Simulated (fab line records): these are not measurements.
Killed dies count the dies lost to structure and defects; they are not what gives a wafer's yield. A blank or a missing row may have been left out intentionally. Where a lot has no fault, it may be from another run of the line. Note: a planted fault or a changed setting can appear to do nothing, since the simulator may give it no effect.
2 desks looking at one fault	flow gf180mcu	what lay behind the numbers comes last; until then each desk has only its own

AT THE METROLOGY DESK
What the gauges read for every lot (on any tool): the sampled wafers with a number, averaged. A lot is out of limits, marked OUT, if its mean lies more than 4 standard deviations from the usual mean; the brackets give that distance. 7 of its 9 readings are shown, namely those furthest out on some lot.
Columns: A = CONTACT_W_RS at GF_CONTACT_RS_MEAS_25, usual 0.380 ohm/sq; B = CONTACT_W_THK at GF_CONTACT_THK_MEAS_26, usual 309 nm; C = M1_ALCU_RS at GF_M1_RS_MEAS_05, usual 0.0695 ohm/sq; D = M1_ALCU_THK at GF_M1_THK_MEAS_06, usual 456 nm; E = cd-nm at GF_M1_CD_MEAS_14, usual 230.0 nm; F = M1_OVL at GF_M1_OVL_MEAS_15, usual -2 nm; G = V1_CVD_00_THK at GF_V1_THK_MEAS_01, usual 598 nm
lot	first seen here	A	B	C	D	E	F	G
L615	day 18 18:46	0.382	308	0.0691	460	228.3	-3	598
L617	day 19 03:05	0.376	312	0.0686	459	229.6	-2	585
L628	day 23 01:34	0.381	308	0.0698	452	228.3	8	601
L629	day 23 06:11	0.386	304	0.0689	464	229.8	-5	601
L631	day 23 20:39	0.379	309	0.0696	461	230.9	-7	602
L632	day 24 04:13	0.381	309	0.0697	457	229.6	-3	596
Finding of this desk: none of the 6 lots has anything out of limits.

THE TOOL OWNER'S DESK: pvd-sputter-03
At GF_M1_SPUTTER_04 (material TiN, target thk 50 nm, time 41.7 s) the tool's own readings: per lot run on this tool, the mean of the sampled wafers that have a number. A lot is out of limits, marked OUT, if its mean lies more than 4 standard deviations from the usual mean; the brackets give that distance.
Columns: A = throttle-valve-pct at GF_M1_SPUTTER_04, usual 29.6 %
lot	first seen here	A
L617	day 19 03:43	29.2
L628	day 23 02:13	30.1
L629	day 23 06:50	28.7
Finding of this desk: none of the 3 lots has anything out of limits.

PUT TOGETHER
At the metrology desk, nothing out of limits was observed.
The desk of the tool owner found nothing out of limits.

WHAT WAS PUT IN BY THE SIMULATOR
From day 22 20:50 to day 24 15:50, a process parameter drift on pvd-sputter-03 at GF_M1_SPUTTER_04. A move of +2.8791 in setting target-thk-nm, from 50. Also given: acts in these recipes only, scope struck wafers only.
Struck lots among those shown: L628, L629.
